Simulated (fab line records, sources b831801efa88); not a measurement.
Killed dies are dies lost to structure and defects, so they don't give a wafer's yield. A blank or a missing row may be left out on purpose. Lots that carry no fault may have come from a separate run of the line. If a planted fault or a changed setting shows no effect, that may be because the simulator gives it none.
A single fault, viewed from 2 desks ; flow sky130 ; each desk has only its own numbers; what lay behind them comes last

DESK OF THE TOOL OWNER: plasma asher-02
The tool's own readings at SKY_LDD_LDN_STRIP_12 (strips in O2/N2): means of the sampled wafers that have a number, for each lot that ran on this tool. Marked OUT: a lot whose mean sits more than 4 standard deviations from the usual mean, which makes it out of limits; the brackets give that distance.
Columns: A = drypump motor current A at SKY_LDD_LDN_STRIP_12, usual 5.65 A; B = n2 flow sccm at SKY_LDD_LDN_STRIP_12, usual 300.0 sccm; C = oes product au at SKY_LDD_LDN_STRIP_12, usual 0.715 a.u.; D = strip time to endpoint s at SKY_LDD_LDN_STRIP_12, usual 14.17 s
lot;first seen here;A;B;C;D
L632;day 26 06:20;5.77;299.4;0.938 (+56) OUT;-
L646;day 29 21:58;5.84;299.3;0.718;14.12
Finding of this desk: L632 out of limits; the first was L632 at day 26 06:20, on oes product au at SKY_LDD_LDN_STRIP_12. L646 stayed within limits.

AT THE METROLOGY DESK
What the gauges read, lot by lot, whatever tool the lot ran on: means of the sampled wafers that have a number. Marked OUT: a lot whose mean sits more than 4 standard deviations from the usual mean, which makes it out of limits; the brackets give that distance.
Columns: A = LDD_LDN_OVL at SKY_LDD_LDN_OVL_MEAS_07, usual 0.0 nm; B = LDD_LDN_TW at SKY_LDD_LDN_TW_MEAS_13, usual 1491
lot;first seen here;A;B
L628;day 23 17:35;-1.3;1484
L630;day 25 21:19;-0.4;1484
L632;day 26 05:41;0.8;1489
L636;day 27 04:56;-1.1;1505
L646;day 29 21:20;-0.8;1503
This desk's finding: nothing out of limits on any of the 5 lots.

TAKEN TOGETHER
At day 26 06:20, on L632, the tool owner's desk was in a position to raise an alarm.
Nothing out of limits was seen by the metrology desk.
The metrology desk has L632 on record, within its limits.
The lots listed all ran SKY_LDD_LDN_STRIP_12 on plasma asher-02.

WHAT THE SIMULATOR HAD PUT IN
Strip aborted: plasma asher-02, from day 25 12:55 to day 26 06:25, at SKY_LDD_LDN_STRIP_12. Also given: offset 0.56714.
Shown lots that were struck: L632.
Delay in hours, fault start to first out-of-limits reading, by desk: the tool owner's desk at 17.
